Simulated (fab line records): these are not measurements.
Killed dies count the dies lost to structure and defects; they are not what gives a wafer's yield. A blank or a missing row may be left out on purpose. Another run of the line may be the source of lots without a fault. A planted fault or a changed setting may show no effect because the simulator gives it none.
fab line records -- flow sky130
record: lots: 7, wafers: 21, last-day: 49
route steps=708 shown LDD_HVP@286 LDD_LDN@289 PAD_OPEN@708
lots that met no fault: from a run of the same line without faults
start-h: hours from the record's first day to the start of the lot's first wafer shown -- wait-h: hours since the lot's step before -- " unchanged from the row above -- L1.1+2: a row that stands for several wafers -- - no value, or no start was given -- * or withheld: withheld -- < > ~ a bound
route shown NAME@n: NAME is a module with steps in the file, n the number in the route of the first one -- usual: the fault-free wafers' mean and standard deviation -- same: alike in all rows -- chamber/n: place in a boat -- sites: each site's reading -- _std_site: the standard deviation of these -- _edge_site: the outer-site mean with the inner-site mean subtracted -- radius-mm: for every site, how far away it sits from the centre of the wafer -- mask NAME#n: copy n -- behind: the last tool/chamber to shape the wafer -- hold: reason for holding the lot/hours on hold/outcome of the hold -- device: whichever transistor did not switch (one of n, p or np) -- end of line: tests run on the same wafers once the route is complete -- step lacking rows: just its recipe -- killed: count of dies lost to structure and defects at first sort (not the wafer's yield) -- map: the dies of a wafer, with x for killed, . for not killed, _ for no die there
set.NAME: the run value of the setting; set.NAME@STEP: its run value at that earlier step -- model.NAME: the simulator's own value behind a step, which no gauge read
a table for each step, a row for each wafer; lots at some steps of the route
services: when a tool's chamber went out of use (start-h, in hours from the record's first day, below 0 if earlier), for how many hours, and the reason
== steps ==
step: SKY_LDD_HVP_IMPLANT_08
recipe: species: B, energy-kev: 20, dose-cm2: 1.669e+13, tilt-deg: 17.9
step: SKY_LDD_HVP_STRIP_09
recipe: chemistry: O2/N2, power-w: 1400, pressure-mtorr: 1500, platen-temp-c: withheld, o2-flow-sccm: 3000, n2-flow-sccm: 300, overash-fraction: 0.5
usual: drypump-motor-current-A: 5.4/0.37, o2-flow-sccm: 2999/9.1, oes-product-au: 0.408/0.0045, strip-time-to-endpoint-s: 4.138/0.013
lot.wafer,tool,chamber,start-h,wait-h,drypump-motor-current-A,o2-flow-sccm,oes-product-au,rf-hours-counter-h,strip-time-to-endpoint-s
L660.1,plasma-asher-01,0,526.07,0.1,5.8,2992,0.412,84,4.143
L660.2,plasma-asher-01,1,526.07,0.1,5.0,3003,0.407,84,4.136
L660.5,plasma-asher-01,0,526.07,0.1,5.7,3006,0.397,-,4.132
L663.2,plasma-asher-01,1,551.41,0.1,4.9,3002,0.412,86,4.152
L663.3,plasma-asher-01,1,551.41,0.1,4.9,2999,0.409,-,4.129
L663.6,plasma-asher-01,0,551.41,0.1,5.7,2997,0.407,-,4.154
L664.2,plasma-asher-03,0,565.91,0.1,5.4,3001,0.401,45,4.128
L664.3,plasma-asher-03,1,565.91,0.1,5.9,2997,0.412,-,4.110
L664.5,plasma-asher-03,0,565.91,0.1,5.3,3013,0.411,-,4.135
L671.2,plasma-asher-01,1,631.22,0.1,4.9,2983,0.411,95,4.140
L671.3,plasma-asher-01,0,631.22,0.1,5.7,3011,0.405,-,4.123
L671.5,plasma-asher-01,0,631.22,0.1,5.8,2978,0.413,-,4.112
L670.2,plasma-asher-02,0,631.71,0.1,5.1,2999,0.405,18,4.115
L670.3,plasma-asher-02,1,631.71,0.1,5.4,2997,0.406,-,4.109
L670.5,plasma-asher-02,0,631.71,0.1,5.1,3007,0.408,-,4.147
L672.3,plasma-asher-01,1,634.50,0.1,4.9,2978,0.407,-,4.141
L672.4,plasma-asher-01,0,634.50,0.1,5.7,3002,0.419,-,4.157
L672.5,plasma-asher-01,0,634.50,0.1,5.8,3012,0.406,-,4.148
L673.2,plasma-asher-01,1,636.78,0.1,4.9,2994,0.411,95,4.138
L673.3,plasma-asher-01,1,636.78,0.1,4.9,2996,0.407,-,4.113
L673.5,plasma-asher-01,1,636.78,0.1,5.0,2999,0.410,-,4.136
step: SKY_LDD_HVP_TW_MEAS_10
usual: LDD_HVP_TW: 458/6.5
lot.wafer,tool,chamber,start-h,wait-h,LDD_HVP_TW
L660.1,film-metro-03,-,526.17,0.1,453
L660.2,film-metro-03,-,526.17,0.1,452
L660.5,film-metro-03,-,526.17,0.1,452
L663.2,film-metro-01,-,551.52,0.1,466
L663.3,film-metro-01,-,551.52,0.1,465
L663.6,film-metro-01,-,551.52,0.1,466
L664.2,film-metro-03,-,566.02,0.1,456
L664.3,film-metro-03,-,566.02,0.1,455
L664.5,film-metro-03,-,566.02,0.1,455
L671.2,film-metro-01,-,631.36,0.1,465
L671.3,film-metro-01,-,631.36,0.1,465
L671.5,film-metro-01,-,631.36,0.1,466
L670.2,film-metro-01,-,631.82,0.1,468
L670.3,film-metro-01,-,631.82,0.1,470
L670.5,film-metro-01,-,631.82,0.1,468
L672.3,film-metro-01,-,634.58,0.1,465
L672.4,film-metro-01,-,634.58,0.1,466
L672.5,film-metro-01,-,634.58,0.1,466
L673.2,film-metro-03,-,636.89,0.1,457
L673.3,film-metro-03,-,636.89,0.1,458
L673.5,film-metro-03,-,636.89,0.1,456
step: SKY_LDD_LDN_DEHYDRATE_00
recipe: temp-c: 200, time-s: 60
step: SKY_LDD_LDN_HMDS_01
recipe: prime-time-s: 60, prime-temp-c: 120
step: SKY_LDD_LDN_COAT_02
recipe: resist: NOVOLAK, spin-rpm: 3000, resist-thk-nm: 1140
step: SKY_LDD_LDN_SOFTBAKE_03
recipe: temp-c: 90, time-s: 60, resist: NOVOLAK
step: SKY_LDD_LDN_EXPOSE_04
recipe: mask-id: LDNTM, na: 0.6, source-shape: conventional, sigma-outer: 0.6, polarization: unpolarized, target-cd-nm: 700, dose-mj: 140
step: SKY_LDD_LDN_PEB_05
recipe: temp-c: withheld, time-s: *, resist: NOVOLAK
step: SKY_LDD_LDN_DEVELOP_06
recipe: resist: NOVOLAK, developer: TMAH, develop-time-s: 60, dev-temp-c: 23
step: SKY_LDD_LDN_OVL_MEAS_07
usual: LDD_LDN_OVL: 0.3/1.5
lot.wafer,tool,chamber,start-h,wait-h,LDD_LDN_OVL[nm]
L660.1,overlay-01,-,556.21,0.1,2.6
L660.2,overlay-01,-,556.21,0.1,2.0
L660.5,overlay-01,-,556.21,0.1,1.8
L663.2,overlay-01,-,581.77,0.1,0.6
L663.3,overlay-01,-,581.77,0.1,4.7
L663.6,overlay-01,-,581.77,0.1,3.8
L664.2,overlay-01,-,596.47,0.1,-0.9
L664.3,overlay-01,-,596.47,0.1,0.7
L664.5,overlay-01,-,596.47,0.1,-0.9
L671.2,overlay-01,-,659.64,0.1,0.0
L671.3,overlay-01,-,659.64,0.1,0.5
L671.5,overlay-01,-,659.64,0.1,2.1
L670.2,overlay-01,-,660.37,0.1,2.1
L670.3,overlay-01,-,660.37,0.1,1.7
L670.5,overlay-01,-,660.37,0.1,1.4
L672.3,overlay-01,-,663.56,0.1,-0.1
L672.4,overlay-01,-,663.56,0.1,2.5
L672.5,overlay-01,-,663.56,0.1,0.3
L673.2,overlay-02,-,665.27,0.1,-1.9
L673.3,overlay-02,-,665.27,0.1,-0.6
L673.5,overlay-02,-,665.27,0.1,0.6
step: SKY_LDD_LDN_IMPLANT_08
recipe: species: As, energy-kev: 15, dose-cm2: 1.25e+13, tilt-deg: withheld, rotation-deg: 23
step: SKY_LDD_LDN_IMPLANT_09
recipe: species: As, energy-kev: 15, dose-cm2: 1.25e+13, tilt-deg: withheld, rotation-deg: 113
usual: faraday-current-uA: 70.6/1.4
lot.wafer,tool,chamber,start-h,wait-h,faraday-current-uA
L660.1,implanter-02,0,556.40,0.1,71.3
L660.2,implanter-02,0,556.40,0.1,72.3
L660.5,implanter-02,0,556.40,0.1,70.3
L663.2,implanter-04,0,581.97,0.1,69.3
L663.3,implanter-04,0,581.97,0.1,71.0
L663.6,implanter-04,0,581.97,0.1,70.6
L664.2,implanter-02,0,596.67,0.1,71.4
L664.3,implanter-02,0,596.67,0.1,69.4
L664.5,implanter-02,0,596.67,0.1,67.5
L671.2,implanter-01,0,659.84,0.1,68.8
L671.3,implanter-01,0,659.84,0.1,72.2
L671.5,implanter-01,0,659.84,0.1,70.9
L671.2,implanter-01,0,660.16,0.3,71.4
L671.3,implanter-01,0,660.16,0.3,71.6
L671.5,implanter-01,0,660.16,0.3,71.4
L670.2,implanter-04,0,660.57,0.1,70.2
L670.3,implanter-04,0,660.57,0.1,68.8
L670.5,implanter-04,0,660.57,0.1,69.6
L672.3,implanter-04,0,663.78,0.1,69.8
L672.4,implanter-04,0,663.78,0.1,71.3
L672.5,implanter-04,0,663.78,0.1,71.6
L672.3,implanter-04,0,664.10,0.3,69.6
L672.4,implanter-04,0,664.10,0.3,69.9
L672.5,implanter-04,0,664.10,0.3,68.7
L673.2,implanter-04,0,665.47,0.1,69.2
L673.3,implanter-04,0,665.47,0.1,71.6
L673.5,implanter-04,0,665.47,0.1,69.9
L673.2,implanter-04,0,665.79,0.3,70.1
L673.3,implanter-04,0,665.79,0.3,70.3
L673.5,implanter-04,0,665.79,0.3,71.4
step: SKY_LDD_LDN_IMPLANT_10
recipe: species: As, energy-kev: 14.73, dose-cm2: 1.25e+13, tilt-deg: withheld, rotation-deg: 203
step: SKY_LDD_LDN_IMPLANT_11
recipe: species: As, energy-kev: 15, dose-cm2: 1.25e+13, tilt-deg: withheld, rotation-deg: 293
step: SKY_LDD_LDN_STRIP_12
recipe: chemistry: O2/N2, power-w: 1400, pressure-mtorr: 1500, platen-temp-c: withheld, o2-flow-sccm: 3000, n2-flow-sccm: 300, overash-fraction: 0.5
usual: drypump-motor-current-A: 5.7/0.41, o2-flow-sccm: 3000/9.4, oes-product-au: 0.716/0.0045, strip-time-to-endpoint-s: 14.18/0.045
lot.wafer,tool,chamber,start-h,wait-h,drypump-motor-current-A,o2-flow-sccm,oes-product-au,rf-hours-counter-h,strip-time-to-endpoint-s
L660.1,plasma-asher-04,0,556.85,0.1,6.2,2992,0.711,76,14.23
L660.2,plasma-asher-04,1,556.85,0.1,6.1,3005,0.718,76,14.20
L660.5,plasma-asher-04,0,556.85,0.1,6.2,3002,0.716,-,14.24
L663.2,plasma-asher-04,1,582.40,0.1,6.1,3005,0.716,78,14.18
L663.3,plasma-asher-04,1,582.40,0.1,6.2,2993,0.718,-,14.18
L663.6,plasma-asher-04,0,582.40,0.1,6.2,3006,0.715,-,14.17
L664.2,plasma-asher-03,0,597.10,0.1,5.3,2999,0.719,48,14.21
L664.3,plasma-asher-03,1,597.10,0.1,5.9,2999,0.716,-,14.23
L664.5,plasma-asher-03,0,597.10,0.1,5.3,2980,0.718,-,14.21
L671.2,plasma-asher-01,1,660.59,0.1,5.0,3012,0.718,97,14.12
L671.3,plasma-asher-01,0,660.59,0.1,5.7,2979,0.709,-,14.16
L671.5,plasma-asher-01,1,660.59,0.1,4.9,3004,0.717,-,14.14
L670.2,plasma-asher-04,0,661.00,0.1,6.2,2991,0.705,86,14.13
L670.3,plasma-asher-04,1,661.00,0.1,6.1,2986,0.726,-,14.14
L670.5,plasma-asher-04,1,661.00,0.1,6.2,2991,0.716,-,14.12
L672.3,plasma-asher-03,0,664.72,0.1,5.3,2996,0.716,-,14.16
L672.4,plasma-asher-03,1,664.72,0.1,5.9,3003,0.718,-,14.20
L672.5,plasma-asher-03,0,664.72,0.1,5.3,3002,0.714,-,14.17
L673.2,plasma-asher-04,0,666.22,0.1,6.2,2997,0.717,86,14.13
L673.3,plasma-asher-04,1,666.22,0.1,6.2,2989,0.709,-,14.13
L673.5,plasma-asher-04,1,666.22,0.1,6.1,2986,0.716,-,14.15
step: SKY_LDD_LDN_TW_MEAS_13
usual: LDD_LDN_TW: 1479/12
lot.wafer,tool,chamber,start-h,wait-h,LDD_LDN_TW
L660.1,film-metro-04,-,556.95,0.1,1461
L660.2,film-metro-04,-,556.95,0.1,1463
L660.5,film-metro-04,-,556.95,0.1,1472
L663.2,film-metro-02,-,582.51,0.1,1500
L663.3,film-metro-02,-,582.51,0.1,1491
L663.6,film-metro-02,-,582.51,0.1,1488
L664.2,film-metro-02,-,597.21,0.1,1488
L664.3,film-metro-02,-,597.21,0.1,1495
L664.5,film-metro-02,-,597.21,0.1,1497
L671.2,film-metro-02,-,660.70,0.1,1589
L671.3,film-metro-02,-,660.70,0.1,1594
L671.5,film-metro-02,-,660.70,0.1,1592
L670.2,film-metro-02,-,661.11,0.1,1482
L670.3,film-metro-02,-,661.11,0.1,1489
L670.5,film-metro-02,-,661.11,0.1,1493
L672.3,film-metro-03,-,664.80,0.1,1586
L672.4,film-metro-03,-,664.80,0.1,1589
L672.5,film-metro-03,-,664.80,0.1,1593
L673.2,film-metro-03,-,666.33,0.1,1588
L673.3,film-metro-03,-,666.33,0.1,1595
L673.5,film-metro-03,-,666.33,0.1,1585
step: SKY_LDD_LDN_CLEAN_14
recipe: chemistry: SC1/SC2, mix: 1:4:20, temp-c: 70, time-s: 150, dry: n2-spin
step: SKY_PAD_OPEN_PROBE_99
usual: killed_at_M0_to_M3: 44/7.4, killed_at_M4_up: 3.2/2, killed-at-contacts: 24/5.1, killed-at-front-end: 15/4.8, killed-at-other: 0.2/0.46, killed-dies: 86/10, killed-open: 47/7.5, killed-short: 39/7
same: gross-dies: 492, killed-at-back-side: 0
lot.wafer,tool,chamber,start-h,wait-h,killed_at_M0_to_M3,killed_at_M4_up,killed-at-contacts,killed-at-front-end,killed-at-other,killed-dies,killed-open,killed-short,model.etest.tip-sonos.rs-ohm-sq
L660.1,prober-01,-,1095.80,0.1,37,2,23,12,0,74,34,40,2675
L660.2,prober-01,-,1095.85,0.1,33,0,17,24,0,74,44,29,2624
L660.5,prober-01,-,1096.00,0.2,46,5,26,11,0,88,45,43,2639
L663.2,prober-02,-,1117.75,0.1,48,1,21,28,0,98,49,49,2609
L663.3,prober-02,-,1117.80,0.2,47,3,31,16,0,97,56,41,2631
L663.6,prober-02,-,1117.95,0.2,45,2,12,10,0,69,35,34,2637
L664.2,prober-01,-,1128.82,0.1,32,5,33,8,0,78,44,34,2704
L664.3,prober-01,-,1128.87,0.2,47,0,21,15,0,83,52,31,2744
L664.5,prober-01,-,1128.97,0.2,32,1,31,9,0,73,39,34,2758
L671.2,prober-02,-,1163.76,0.1,61,5,26,13,0,105,53,52,2322
L671.3,prober-02,-,1163.81,0.2,49,2,21,10,0,82,49,32,2322
L671.5,prober-02,-,1163.91,0.2,52,0,20,14,0,86,47,39,2320
L670.2,prober-01,-,1167.03,0.1,52,3,32,13,0,100,59,41,2781
L670.3,prober-01,-,1167.08,0.2,38,1,24,11,1,75,44,31,2768
L670.5,prober-01,-,1167.18,0.2,45,2,27,10,0,84,54,29,2798
L672.3,prober-01,-,1169.31,0.2,46,3,16,12,1,78,50,27,2342
L672.4,prober-01,-,1169.36,0.2,57,5,25,18,1,106,61,45,2401
L672.5,prober-01,-,1169.41,0.2,41,4,20,18,0,83,43,40,2378
L673.2,prober-01,-,1172.63,0.1,46,1,27,12,1,87,50,37,2284
L673.3,prober-01,-,1172.68,0.2,35,3,23,16,0,77,36,41,2300
L673.5,prober-01,-,1172.78,0.2,48,8,20,15,0,91,55,36,2289
killed by level:class
L660.1 LOCAL_INTERCONNECT:geometric-particle:short=8 VIA1:geometric-particle:open=8 VIA3:geometric-particle:open=7 METAL1:geometric-particle:short=6 LI_CONTACT:geometric-particle:short=5 CONTACT:geometric-particle:open=5 CONTACT:geometric-particle:short=4 VIA1:geometric-particle:short=4
L660.2 VIA1:geometric-particle:open=14 FIELD_ISO:geometric-particle:short=7 FIELD_ISO:geometric-particle:open=6 LI_CONTACT:geometric-particle:open=5 CONTACT:geometric-particle:open=5 SPACER:geometric-particle:short=4 METAL2:geometric-particle:short=4 SPACER:geometric-particle:open=3
L660.5 VIA1:geometric-particle:open=12 LI_CONTACT:geometric-particle:open=9 CONTACT:geometric-particle:open=8 METAL2:geometric-particle:short=8 VIA3:geometric-particle:open=6 METAL1:geometric-particle:short=5 LOCAL_INTERCONNECT:geometric-particle:short=5 VIA1:geometric-particle:short=5
L663.2 VIA1:geometric-particle:open=13 POLY_GATE:geometric-particle:short=9 CONTACT:geometric-particle:open=8 VIA1:geometric-particle:short=7 FIELD_ISO:geometric-particle:open=6 METAL1:geometric-particle:short=6 METAL2:geometric-particle:short=6 FIELD_ISO:geometric-particle:short=5
L663.3 VIA1:geometric-particle:open=11 LI_CONTACT:geometric-particle:open=9 CONTACT:geometric-particle:open=9 VIA2:geometric-particle:open=8 METAL1:geometric-particle:short=7 VIA3:geometric-particle:open=6 FIELD_ISO:geometric-particle:open=5 FIELD_ISO:geometric-particle:short=5
L663.6 VIA1:geometric-particle:open=12 VIA2:geometric-particle:open=10 FIELD_ISO:geometric-particle:short=6 VIA1:geometric-particle:short=4 METAL2:geometric-particle:short=4 VIA2:geometric-particle:short=4 LOCAL_INTERCONNECT:geometric-particle:short=3 CONTACT:geometric-particle:short=3
L664.2 CONTACT:geometric-particle:open=12 LI_CONTACT:geometric-particle:open=9 METAL1:geometric-particle:short=8 CONTACT:geometric-particle:short=7 VIA3:geometric-particle:open=7 POLY_GATE:geometric-particle:open=6 VIA1:geometric-particle:open=6 METAL4:geometric-particle:short=5
L664.3 LI_CONTACT:geometric-particle:open=8 VIA1:geometric-particle:open=8 VIA1:geometric-particle:short=8 VIA3:geometric-particle:open=7 CONTACT:geometric-particle:open=7 VIA2:geometric-particle:open=6 POLY_GATE:geometric-particle:open=5 METAL2:geometric-particle:short=4
L664.5 CONTACT:geometric-particle:open=13 CONTACT:geometric-particle:short=8 VIA2:geometric-particle:open=6 LI_CONTACT:geometric-particle:open=5 VIA1:geometric-particle:open=5 VIA1:geometric-particle:short=4 LOCAL_INTERCONNECT:geometric-particle:short=4 METAL2:geometric-particle:short=4
L671.2 VIA3:geometric-particle:open=11 VIA1:geometric-particle:open=10 METAL1:geometric-particle:short=10 VIA1:geometric-particle:short=10 LI_CONTACT:geometric-particle:open=8 CONTACT:geometric-particle:short=7 FIELD_ISO:geometric-particle:open=5 CONTACT:geometric-particle:open=5
L671.3 VIA2:geometric-particle:open=13 VIA1:geometric-particle:open=11 CONTACT:geometric-particle:open=9 LI_CONTACT:geometric-particle:open=7 METAL1:geometric-particle:short=5 VIA1:geometric-particle:short=4 VIA2:geometric-particle:short=4 FIELD_ISO:geometric-particle:short=3
L671.5 VIA2:geometric-particle:open=11 VIA1:geometric-particle:open=10 CONTACT:geometric-particle:open=9 METAL1:geometric-particle:short=9 METAL2:geometric-particle:short=5 FIELD_ISO:geometric-particle:open=4 LI_CONTACT:geometric-particle:short=4 LI_CONTACT:geometric-particle:open=4
L670.2 CONTACT:geometric-particle:open=13 VIA1:geometric-particle:open=10 METAL1:geometric-particle:short=9 LI_CONTACT:geometric-particle:open=8 CONTACT:geometric-particle:short=7 VIA3:geometric-particle:open=7 VIA2:geometric-particle:open=5 VIA1:geometric-particle:short=5
L670.3 VIA1:geometric-particle:open=11 CONTACT:geometric-particle:open=9 LI_CONTACT:geometric-particle:open=5 VIA1:geometric-particle:short=5 FIELD_ISO:geometric-particle:short=4 LOCAL_INTERCONNECT:geometric-particle:short=4 VIA2:geometric-particle:open=4 VIA3:geometric-particle:open=4
L670.5 VIA1:geometric-particle:open=15 CONTACT:geometric-particle:open=10 VIA2:geometric-particle:open=7 METAL3:geometric-particle:short=6 CONTACT:geometric-particle:short=6 VIA3:geometric-particle:open=5 LI_CONTACT:geometric-particle:open=4 METAL1:geometric-particle:short=4
L672.3 VIA1:geometric-particle:open=12 VIA2:geometric-particle:open=9 VIA3:geometric-particle:open=9 CONTACT:geometric-particle:open=7 METAL2:geometric-particle:short=6 LI_CONTACT:geometric-particle:open=4 VIA1:geometric-particle:short=4 FIELD_ISO:geometric-particle:short=3
L672.4 VIA1:geometric-particle:open=16 VIA3:geometric-particle:open=10 LI_CONTACT:geometric-particle:open=9 FIELD_ISO:geometric-particle:short=7 FIELD_ISO:geometric-particle:open=7 CONTACT:geometric-particle:open=7 METAL2:geometric-particle:short=7 VIA1:geometric-particle:short=6
L672.5 VIA1:geometric-particle:open=16 FIELD_ISO:geometric-particle:short=8 CONTACT:geometric-particle:open=8 METAL2:geometric-particle:short=6 FIELD_ISO:geometric-particle:open=5 VIA1:geometric-particle:short=5 METAL4:geometric-particle:short=4 CONTACT:geometric-particle:short=4
L673.2 VIA1:geometric-particle:open=14 LI_CONTACT:geometric-particle:open=9 VIA3:geometric-particle:open=7 CONTACT:geometric-particle:open=6 CONTACT:geometric-particle:short=6 METAL2:geometric-particle:short=5 VIA2:geometric-particle:open=5 LI_CONTACT:geometric-particle:short=4
L673.3 VIA1:geometric-particle:short=7 FIELD_ISO:geometric-particle:open=6 CONTACT:geometric-particle:short=6 CONTACT:geometric-particle:open=6 VIA1:geometric-particle:open=5 METAL1:geometric-particle:short=5 LI_CONTACT:geometric-particle:open=4 METAL2:geometric-particle:short=4
L673.5 VIA1:geometric-particle:open=11 FIELD_ISO:geometric-particle:open=9 VIA2:geometric-particle:open=8 LI_CONTACT:geometric-particle:open=8 VIA3:geometric-particle:open=7 METAL4:geometric-particle:short=6 CONTACT:geometric-particle:open=5 FIELD_ISO:geometric-particle:short=4
== services ==
tool,chamber,start-h,hours,kind
implanter-01,-,526.18,19.2,repair
implanter-04,-,531.88,1.8,repair
implanter-01,-,545.43,3.0,pm
plasma-asher-04,-,563.93,1.2,repair
implanter-01,-,571.97,2.0,repair
plasma-asher-03,-,582.46,0.4,repair
implanter-02,-,600.63,0.7,repair
implanter-04,-,608.60,2.8,repair
implanter-02,-,619.00,3.9,pm
implanter-02,-,629.77,41.2,pm
== key ==
first-sign: step: SKY_LDD_LDN_IMPLANT_09, reading: visit, direction: added
effect: step: SKY_LDD_LDN_TW_MEAS_13, reading: LDD_LDN_TW, direction: up, sigmas: 9.1, usual: 1479, struck: 1590
model-effect: step: SKY_PAD_OPEN_PROBE_99, value: etest.tip-sonos.rs-ohm-sq, without: 2640, struck: 2329
met-at SKY_LDD_LDN_IMPLANT_09
struck-wafers L671.2,L671.3,L671.5,L672.3,L672.4,L672.5,L673.2,L673.3,L673.5
tester-left-out L671,L672,L673
fault: kind: repeated-step-whole, tool: implanter-01,implanter-02,implanter-04, chamber: -, onset-h: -, steps: SKY_LDD_LDN_IMPLANT_09, times: 1, scope: struck-lots-only
tester-left-out: of these lots the tester's yield and bins aren't shown, on N5 and GAA mostly nor the transistor test; their killed dies are dies lost to structure and defects alone, not to doping, threshold or leakage, so they don't give the yield
